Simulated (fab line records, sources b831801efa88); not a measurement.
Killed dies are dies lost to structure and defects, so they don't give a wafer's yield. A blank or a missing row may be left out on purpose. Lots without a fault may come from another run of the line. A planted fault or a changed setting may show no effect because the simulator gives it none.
Chamber matching | flow gf180mcu | GF_MIM_CVD_05 on pecvd-04: 3 sister chambers
The step deposits Si3N4, target thk 42 nm, time 29.086 s. 14 wafers are shown with their chamber, then 7 later ones without.

WAFERS WITH THEIR CHAMBER
wafer  | chamber | heater_power_outer_w (W) | heater_power_w (W)
L985.1 | 2       | 446                      | 706
L985.2 | 1       | 345                      | 649
L985.4 | 0       | 420                      | 742
L991.4 | 1       | 283                      | 533
L991.5 | 2       | 420                      | 667
L991.6 | 0       | 423                      | 758
L993.1 | 0       | 435                      | 802
L993.5 | 2       | 404                      | 656
L993.6 | 1       | 368                      | 652
L994.4 | 1       | 297                      | 542
L994.5 | 0       | 408                      | 763
L994.6 | 2       | 368                      | 608
L105.1 | 2       | 441                      | 714
L105.4 | 2       | 437                      | 705

SIGNATURES (means of the wafers above)
reading              | chamber 0 | chamber 1 | chamber 2 | scatter within a chamber
heater_power_outer_w | 421.50    | 323.25    | 419.33    | 29.4
heater_power_w       | 766.25    | 594.00    | 676.00    | 45.8
Rule: a wafer's distance from a chamber is the root of the sum, over the readings, of the square of ((its reading less the chamber's mean) divided by the reading's scatter). The wafer belongs to the nearest chamber; if the next one is less than 2 further off, it can't be placed. The scatter: the root of (the sum of the squares of (reading less its chamber's mean) over the shown wafers, divided by (wafers less chambers)).

WAFERS WITHOUT THEIR CHAMBER
wafer  | heater_power_outer_w (W) | heater_power_w (W)
L105.5 | 354                      | 641
L107.2 | 380                      | 635
L107.3 | 305                      | 549
L107.4 | 428                      | 746
L108.1 | 450                      | 745
L108.3 | 379                      | 655
L108.4 | 368                      | 663

WHICH CHAMBER EACH WENT THROUGH
wafer  | from the rows above          | in truth
L105.5 | can't be placed: 1 or 2      | 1
L107.2 | can't be placed: 2 or 1 or 0 | 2
L107.3 | 1                            | 1
L107.4 | can't be placed: 0 or 2      | 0
L108.1 | can't be placed: 0 or 2      | 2
L108.3 | can't be placed: 2 or 1 or 0 | 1
L108.4 | can't be placed: 2 or 1 or 0 | 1
Placed correctly: 1 of 7. Can't be placed from these rows: 6 (the true chamber is among the candidates in 6). Placed wrongly: 0.
